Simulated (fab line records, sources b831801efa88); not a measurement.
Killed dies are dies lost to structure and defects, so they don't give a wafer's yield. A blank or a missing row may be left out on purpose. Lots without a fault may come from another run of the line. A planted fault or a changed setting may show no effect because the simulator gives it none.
One fault seen from 2 desks | flow gf180mcu | each desk has only its own numbers; what lay behind them comes last

THE TOOL OWNER'S DESK: rtp_anneal-01
The tool's own readings at GF_PSD_RTA_13 (time 20 s): means of the sampled wafers that have a number, for each lot that ran on this tool. A lot is out of limits, marked OUT, if its mean lies more than 4 standard deviations from the usual mean; the brackets give that distance.
Columns: A = lamp_power_pct at GF_PSD_RTA_13, usual 34.2 %; B = run_length_s at GF_PSD_RTA_13, usual 48.40 s; C = wafer_temp_C_max at GF_PSD_RTA_13, usual 1031.3
lot  | first seen here | A    | B                | C
L798 | day 15 06:01    | 34.8 | 48.82            | 1030.6
L799 | day 15 08:31    | 34.8 | 48.51            | 1031.0
L800 | day 15 14:01    | 34.8 | 46.63 (-7.7) OUT | 1029.6
L802 | day 15 18:40    | 34.8 | 45.61 (-12) OUT  | 1031.6
L804 | day 16 17:09    | 34.8 | 45.48 (-13) OUT  | 1029.5
L813 | day 19 21:03    | 34.8 | 48.54            | 1030.9
L815 | day 20 11:22    | 34.8 | 48.72            | 1030.2
L816 | day 21 00:41    | 34.8 | 48.66            | 1029.5
L817 | day 21 07:24    | 34.8 | 48.41            | 1030.1
L819 | day 21 21:43    | 34.9 | 48.42            | 1030.6
L820 | day 22 06:13    | 34.9 | 48.46            | 1029.7
This desk's finding: out of limits on L800, L802, L804; first on L800, day 15 14:01 (run_length_s at GF_PSD_RTA_13). In limits: L798, L799, L813, L815, L816, L817, L819, L820.

THE METROLOGY DESK
What the gauges read, lot by lot, whatever tool the lot ran on: means of the sampled wafers that have a number. A lot is out of limits, marked OUT, if its mean lies more than 4 standard deviations from the usual mean; the brackets give that distance.
Columns: A = cd_nm at GF_HV_LDD_CD_MEAS_19, usual 400.0 nm; B = NSD_RS at GF_PSD_RS_MEAS_14, usual 46.16 ohm/sq; C = PSD_RS at GF_PSD_RS_MEAS_15, usual 108.59 ohm/sq
lot  | first seen here | A     | B                | C
L797 | day 11 05:48    | 398.5 | 46.12            | 108.59
L798 | day 11 15:28    | 398.2 | 46.11            | 108.48
L799 | day 11 15:51    | 401.0 | 46.32            | 109.03
L800 | day 11 23:24    | 402.1 | 46.67 (+5.6) OUT | 110.17 (+5.4) OUT
L802 | day 12 03:19    | 397.1 | 46.96 (+8.8) OUT | 111.08 (+8.6) OUT
L804 | day 12 23:38    | 399.0 | 46.95 (+8.7) OUT | 110.54 (+6.7) OUT
L812 | day 15 16:27    | 397.7 | 46.02            | 108.14
L813 | day 15 19:24    | 398.3 | 46.12            | 108.43
L815 | day 16 08:04    | 399.5 | 46.23            | 108.50
L816 | day 16 19:48    | 401.7 | 46.10            | 108.29
L817 | day 17 03:21    | 397.0 | 46.03            | 108.28
L819 | day 17 15:43    | 400.8 | 46.28            | 108.93
L820 | day 18 01:36    | 403.3 | 46.20            | 108.91
This desk's finding: out of limits on L800, L802, L804; first on L800, day 15 14:06 (NSD_RS at GF_PSD_RS_MEAS_14). In limits: L797, L798, L799, L812, L813, L815, L816, L817, L819, L820.

PUT TOGETHER
The tool owner's desk could have raised an alarm at day 15 14:01, on L800, L802, L804.
The metrology desk could have raised an alarm at day 15 14:06, on L800, L802, L804.
Of the lots named, all ran GF_PSD_RTA_13 on rtp_anneal-01.

WHAT THE SIMULATOR HAD PUT IN
Process parameter drift: rtp_anneal-01, from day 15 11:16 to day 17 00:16, at GF_PSD_RTA_13. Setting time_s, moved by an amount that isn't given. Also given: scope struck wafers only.
Lots struck among those shown: L800, L802, L804.
Hours from the fault's start to each desk's first reading out of limits: the tool owner's desk, 3; the metrology desk, 3.
